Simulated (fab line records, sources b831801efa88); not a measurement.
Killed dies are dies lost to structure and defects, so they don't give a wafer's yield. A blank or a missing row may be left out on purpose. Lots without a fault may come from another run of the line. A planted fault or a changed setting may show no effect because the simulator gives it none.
Which tool did it? | flow sky130 | 14 lots, 41 wafers sampled, at 6 steps of a route of 708

WHAT THE GAUGES READ, wafer by wafer
SKY_FIELD_ISO_THK_MEAS_04. Usual: FIELD_ISO_CVD_03_THK 166.6 nm, standard deviation 1.8.
lot  | measured    | on            | FIELD_ISO_CVD_03_THK (nm) | flag
L383 | day 1 20:10 | film_metro-02 | 165.7 166.6 166.8         |
L385 | day 2 07:07 | film_metro-02 | 166.5 165.2 168.0         |
L389 | day 3 01:31 | film_metro-03 | 165.0 167.6 165.5         |
L390 | day 3 06:30 | film_metro-02 | 165.5 167.0 166.3         |
L391 | day 3 11:25 | film_metro-02 | 169.5 169.1 168.2         |
L393 | day 3 21:11 | film_metro-03 | 165.5 165.4 166.2         |
L395 | day 4 06:32 | film_metro-03 | 163.5 163.4               |
L397 | day 4 17:13 | film_metro-03 | 167.5 165.9 167.5         |
L398 | day 4 21:44 | film_metro-01 | 163.9 164.5 164.4         |
L399 | day 5 03:10 | film_metro-02 | 166.2 165.9 165.0         |
L400 | day 5 07:29 | film_metro-02 | 166.8 165.3 167.4         |
L401 | day 5 12:29 | film_metro-02 | 165.4 166.0 167.6         |
L402 | day 5 21:28 | film_metro-02 | 168.2 168.6 169.1         |
L403 | day 6 00:38 | film_metro-01 | 163.5 163.2 164.0         |

SKY_NWELL_OVL_MEAS_10. Usual: NWELL_00_OVL 0.5 nm, standard deviation 1.1.
lot  | measured    | on         | NWELL_00_OVL (nm) | flag
L383 | day 5 00:34 | overlay-02 | 0.4 -1.5 0.3      |
L385 | day 5 07:46 | overlay-01 | 1.1 0.0 0.0       |
L389 | day 6 07:37 | overlay-01 | 0.3 0.5 -1.8      |
L393 | day 7 04:01 | overlay-02 | 2.8 1.6 3.0       |
L395 | day 7 14:56 | overlay-01 | 1.1 -0.3          |
L397 | day 8 09:07 | overlay-02 | -1.2 0.3 -1.0     |
L398 | day 8 13:02 | overlay-02 | -0.5 0.1 0.8      |
L399 | day 8 17:59 | overlay-02 | 0.4 2.3 -0.7      |
L400 | day 9 01:26 | overlay-01 | 0.7 0.6 0.9       |
L401 | day 9 06:43 | overlay-01 | 0.0 1.8 1.9       |
L402 | day 9 13:28 | overlay-02 | 0.9 -1.0 -0.3     |
L403 | day 9 16:55 | overlay-01 | -0.1 1.1 1.4      |

WHICH TOOL RAN EACH LOT (tool, then ch and the chambers of the sampled wafers, then the start)
lot  | SKY_FIELD_ISO_ETCH_14             | SKY_FIELD_ISO_ETCH_15             | SKY_FIELD_ISO_STRIP_16              | SKY_FIELD_ISO_ETCH_17
L383 | rie_diel-04 ch 1,2, day 2 10:25   | rie_diel-04 ch 1,2, day 2 10:28   | plasma_asher-03 ch 0,1, day 2 10:31 | rie_si-02 ch 1,2,3, day 2 10:37
L385 | rie_diel-01 ch 2,3, day 2 21:45   | rie_diel-01 ch 2,3, day 2 21:48   | plasma_asher-01 ch 0,1, day 2 21:51 | rie_si-01 ch 0,1,2, day 2 21:57
L389 | rie_diel-04 ch 0,1,2, day 3 17:51 | rie_diel-04 ch 0,1,2, day 3 17:54 | plasma_asher-03 ch 0,1, day 3 17:57 | rie_si-01 ch 0,1,2, day 3 18:03
L390 | rie_diel-04 ch 1,2, day 3 23:25   | rie_diel-04 ch 1,2, day 3 23:28   | plasma_asher-04 ch 0,1, day 3 23:33 | rie_si-01 ch 0,2,3, day 3 23:37
L391 | rie_diel-01 ch 1,2,3, day 4 04:14 | rie_diel-01 ch 1,2,3, day 4 04:17 | plasma_asher-01 ch 0,1, day 4 04:20 | rie_si-02 ch 0,1,2, day 4 04:26
L393 | rie_diel-01 ch 0,1,3, day 4 14:02 | rie_diel-01 ch 0,1,3, day 4 14:05 | plasma_asher-04 ch 0,1, day 4 14:08 | rie_si-02 ch 0,2,3, day 4 14:14
L395 | rie_diel-04 ch 1,3, day 5 00:05   | rie_diel-04 ch 1,3, day 5 00:08   | plasma_asher-01 ch 1, day 5 00:11   | rie_si-01 ch 1,2, day 5 00:17
L397 | rie_diel-04 ch 0,1,3, day 5 11:08 | rie_diel-04 ch 0,1,3, day 5 11:11 | plasma_asher-04 ch 0,1, day 5 11:14 | rie_si-02 ch 1,3, day 5 11:20
L398 | rie_diel-03 ch 0,1,3, day 5 15:51 | rie_diel-03 ch 0,1,3, day 5 15:54 | plasma_asher-04 ch 0,1, day 5 15:57 | rie_si-02 ch 2,3, day 5 16:03
L399 | rie_diel-03 ch 0,1,3, day 5 21:48 | rie_diel-03 ch 0,1,3, day 5 21:51 | plasma_asher-04 ch 0,1, day 5 21:54 | rie_si-01 ch 0,1,2, day 5 22:00
L400 | rie_diel-04 ch 0,3, day 6 01:29   | rie_diel-04 ch 0,3, day 6 01:32   | plasma_asher-04 ch 0,1, day 6 01:35 | rie_si-01 ch 0,1,2, day 6 01:41
L401 | rie_diel-03 ch 0,1, day 6 06:54   | rie_diel-03 ch 0,1, day 6 06:58   | plasma_asher-01 ch 0,1, day 6 07:03 | rie_si-01 ch 0,1,3, day 6 07:09
L402 | rie_diel-04 ch 2,3, day 6 15:54   | rie_diel-04 ch 2,3, day 6 15:57   | plasma_asher-04 ch 0,1, day 6 16:00 | rie_si-02 ch 1,2,3, day 6 16:06
L403 | rie_diel-03 ch 0,1, day 6 19:04   | rie_diel-03 ch 0,1, day 6 19:07   | plasma_asher-01 ch 0,1, day 6 19:12 | rie_si-02 ch 1,3, day 6 19:16
- SKY_FIELD_ISO_ETCH_14: etches BARC in N2/H2, stops on SiO2, time 43.93 s, target depth 60 nm.
- SKY_FIELD_ISO_ETCH_15: etches the open film in CHF3/O2, stops on Si, target depth 180 nm, time 72 s.
- SKY_FIELD_ISO_STRIP_16: strips in O2/N2.
- SKY_FIELD_ISO_ETCH_17: etches Si in HBr/Cl2/O2, target depth 342 nm, time 97.7 s.

WHAT THE TOOLS THEMSELVES READ (means of the sampled wafers that have a number; where no wafer has one, the mark that the record gives instead)
SKY_FIELD_ISO_ETCH_14. Usual: bias_w 100.0 W, standard deviation 0.3; chamber_pressure_mTorr 29.996 mTorr, standard deviation 0.027; drypump_motor_current_A 5.7 A, standard deviation 0.42; h2_flow_sccm 200.1 sccm, standard deviation 0.66; n2_flow_sccm 100.0 sccm, standard deviation 0.31; oes_product_au 0.876 a.u., standard deviation 0.0047; throttle_valve_pct 13.227 %, standard deviation 0.0086.
lot  | tool        | bias_w (W) | chamber_pressure_mTorr (mTorr) | drypump_motor_current_A (A) | h2_flow_sccm (sccm) | n2_flow_sccm (sccm) | oes_product_au (a.u.) | throttle_valve_pct (%) | flag
L383 | rie_diel-04 | 99.8       | 29.998                         | 5.7                         | 199.3               | 99.8                | 0.878                 | 13.223                 |
L385 | rie_diel-01 | 99.8       | 29.984                         | 5.9                         | 200.1               | 100.2               | 0.876                 | 13.224                 |
L389 | rie_diel-04 | 100.1      | 30.012                         | 5.7                         | 199.7               | 100.2               | 0.877                 | 13.220                 |
L390 | rie_diel-04 | -          | -                              | -                           | -                   | -                   | -                     | -                      | OFF
L391 | rie_diel-01 | -          | -                              | -                           | -                   | -                   | -                     | -                      | OFF
L393 | rie_diel-01 | 100.1      | 30.026                         | 5.3                         | 200.0               | 99.8                | 0.879                 | 13.222                 |
L395 | rie_diel-04 | 100.1      | 29.962                         | 6.1                         | 200.8               | 100.0               | 0.875                 | 13.224                 |
L397 | rie_diel-04 | 100.1      | 29.973                         | 5.8                         | 200.8               | 100.0               | 0.876                 | 13.227                 |
L398 | rie_diel-03 | 100.0      | 30.036                         | 5.8                         | 199.4               | 100.0               | 0.872                 | 13.228                 |
L399 | rie_diel-03 | 100.1      | 29.994                         | 5.8                         | 200.2               | 100.2               | 0.873                 | 13.228                 |
L400 | rie_diel-04 | 99.8       | 29.997                         | 5.7                         | 200.3               | 99.8                | 0.873                 | 13.229                 |
L401 | rie_diel-03 | 99.7       | 29.979                         | 5.8                         | 199.5               | 100.1               | 0.881                 | 13.223                 |
L402 | rie_diel-04 | 99.8       | 29.982                         | 6.3                         | 199.9               | 100.0               | 0.879                 | 13.231                 |
L403 | rie_diel-03 | 99.9       | 29.989                         | 5.8                         | 200.0               | 99.8                | 0.876                 | 13.233                 |

SKY_FIELD_ISO_ETCH_15. Usual: O2_flow_sccm 4.999 sccm, standard deviation 0.015; bias_w 200.0 W, standard deviation 0.59; drypump_motor_current_A 5.7 A, standard deviation 0.42; oes_product_au 0.952 a.u., standard deviation 0.0077; throttle_valve_pct 8.846 %, standard deviation 0.0099.
lot  | tool        | O2_flow_sccm (sccm) | bias_w (W) | drypump_motor_current_A (A) | oes_product_au (a.u.) | throttle_valve_pct (%) | flag
L383 | rie_diel-04 | 4.985               | 200.5      | 5.7                         | 0.954                 | 8.857                  |
L385 | rie_diel-01 | 4.996               | 199.9      | 5.9                         | 0.954                 | 8.848                  |
L389 | rie_diel-04 | 5.005               | 200.3      | 5.6                         | 0.946                 | 8.853                  |
L390 | rie_diel-04 | 4.988               | 199.2      | 5.9                         | 0.372                 | 8.675                  | OFF
L391 | rie_diel-01 | 5.003               | 200.7      | 5.7                         | 0.373                 | 8.680                  | OFF
L393 | rie_diel-01 | 5.006               | 199.9      | 5.2                         | 0.945                 | 8.840                  |
L395 | rie_diel-04 | 5.006               | 199.4      | 6.0                         | 0.936                 | 8.849                  |
L397 | rie_diel-04 | 5.003               | 199.7      | 5.8                         | 0.953                 | 8.838                  |
L398 | rie_diel-03 | 4.994               | 200.2      | 5.7                         | 0.942                 | 8.843                  |
L399 | rie_diel-03 | 5.011               | 199.8      | 5.8                         | 0.947                 | 8.855                  |
L400 | rie_diel-04 | 4.998               | 200.2      | 5.7                         | 0.948                 | 8.844                  |
L401 | rie_diel-03 | 4.992               | 200.4      | 5.8                         | 0.953                 | 8.839                  |
L402 | rie_diel-04 | 5.006               | 199.9      | 6.3                         | 0.964                 | 8.844                  |
L403 | rie_diel-03 | 5.001               | 200.7      | 5.8                         | 0.939                 | 8.828                  |

SKY_FIELD_ISO_STRIP_16. Usual: drypump_motor_current_A 5.79 A, standard deviation 0.29; n2_flow_sccm 300.0 sccm, standard deviation 0.97; o2_flow_sccm 2998 sccm, standard deviation 9; oes_product_au 0.379 a.u., standard deviation 0.0047; strip_time_to_endpoint_s 3.564 s, standard deviation 0.03.
lot  | tool            | drypump_motor_current_A (A) | n2_flow_sccm (sccm) | o2_flow_sccm (sccm) | oes_product_au (a.u.) | strip_time_to_endpoint_s (s) | flag
L383 | plasma_asher-03 | 5.52                        | 299.4               | 3003                | 0.376                 | 3.553                        |
L385 | plasma_asher-01 | 5.69                        | 300.9               | 3006                | 0.374                 | 3.550                        |
L389 | plasma_asher-03 | 5.51                        | 300.9               | 2987                | 0.381                 | 3.597                        |
L390 | plasma_asher-04 | 6.06                        | 299.1               | 3000                | 0.394                 | 3.971                        | OFF
L391 | plasma_asher-01 | 5.65                        | 300.3               | 2996                | 0.396                 | 4.010                        | OFF
L393 | plasma_asher-04 | 6.08                        | 300.4               | 2989                | 0.382                 | 3.562                        |
L395 | plasma_asher-01 | 5.81                        | 299.1               | 3000                | 0.374                 | 3.584                        |
L397 | plasma_asher-04 | 5.92                        | 300.9               | 3002                | 0.379                 | 3.563                        |
L398 | plasma_asher-04 | 6.08                        | 300.6               | 2992                | 0.380                 | 3.560                        |
L399 | plasma_asher-04 | 6.09                        | 299.5               | 2996                | 0.378                 | 3.538                        |
L400 | plasma_asher-04 | 5.94                        | 299.2               | 3005                | 0.377                 | 3.586                        |
L401 | plasma_asher-01 | 5.67                        | 300.6               | 2997                | 0.377                 | 3.541                        |
L402 | plasma_asher-04 | 5.93                        | 299.7               | 3006                | 0.385                 | 3.548                        |
L403 | plasma_asher-01 | 5.68                        | 300.7               | 2991                | 0.379                 | 3.580                        |

SKY_FIELD_ISO_ETCH_17. Usual: HBr_flow_sccm 150.0 sccm, standard deviation 0.44; O2_flow_sccm 5.998 sccm, standard deviation 0.019; drypump_motor_current_A 5.9 A, standard deviation 0.44; mfc_cl2_sccm 39.99 sccm, standard deviation 0.12; oes_product_au 1.004 a.u., standard deviation 0.011; throttle_valve_pct 25.654 %, standard deviation 0.012.
lot  | tool      | HBr_flow_sccm (sccm) | O2_flow_sccm (sccm) | drypump_motor_current_A (A) | mfc_cl2_sccm (sccm) | oes_product_au (a.u.) | throttle_valve_pct (%) | flag
L383 | rie_si-02 | 150.6                | 5.992               | 5.8                         | 39.93               | 1.008                 | 25.651                 |
L385 | rie_si-01 | 150.0                | 6.021               | 6.2                         | 39.97               | 1.002                 | 25.660                 |
L389 | rie_si-01 | 150.0                | 6.021               | 6.2                         | 39.91               | 1.006                 | 25.656                 |
L390 | rie_si-01 | 149.4                | 6.002               | 6.3                         | 40.02               | 0.989                 | 25.660                 |
L391 | rie_si-02 | 150.0                | 5.991               | 5.4                         | 40.18               | 0.997                 | 25.656                 |
L393 | rie_si-02 | 149.9                | 6.010               | 5.8                         | 40.06               | 1.002                 | 25.660                 |
L395 | rie_si-01 | 149.7                | 6.005               | 6.1                         | 39.80               | 1.006                 | 25.659                 |
L397 | rie_si-02 | 149.3                | 6.000               | 5.6                         | 40.03               | 1.020                 | 25.642                 |
L398 | rie_si-02 | 150.0                | 6.015               | 6.2                         | 40.01               | 1.015                 | 25.653                 |
L399 | rie_si-01 | 150.1                | 5.996               | 6.2                         | 39.89               | 0.998                 | 25.653                 |
L400 | rie_si-01 | 149.7                | 5.994               | 6.2                         | 39.98               | 1.001                 | 25.666                 |
L401 | rie_si-01 | 150.0                | 6.004               | 6.2                         | 40.02               | 0.987                 | 25.665                 |
L402 | rie_si-02 | 150.0                | 5.992               | 5.8                         | 39.90               | 1.008                 | 25.649                 |
L403 | rie_si-02 | 150.0                | 5.994               | 5.9                         | 39.91               | 1.011                 | 25.639                 |

THE ANSWER, worked out from the rows above alone
Rule: a lot is off if the mean of its wafers that have a number lies more than 3 standard deviations from the usual mean. A lot without any number at a reading at which 4 lots or more have one is off too. The other lots that the step has rows for count as sound. The gauges are gone through in route order, then the tools' own readings, and for those a lot's mean is taken as printed above. The first step at which some lot is off is used, and at that step the reading that is off furthest; a lot without a number counts as furthest.
Off: L390, L391, at SKY_FIELD_ISO_ETCH_14 (bias_w). Without a number there: L390, L391.
A tool fits if, at that step or a process step before it, it ran every lot that is off, and no sound lot after the first of them. None of those tried fits.

WHAT THE SIMULATOR HAD PUT IN
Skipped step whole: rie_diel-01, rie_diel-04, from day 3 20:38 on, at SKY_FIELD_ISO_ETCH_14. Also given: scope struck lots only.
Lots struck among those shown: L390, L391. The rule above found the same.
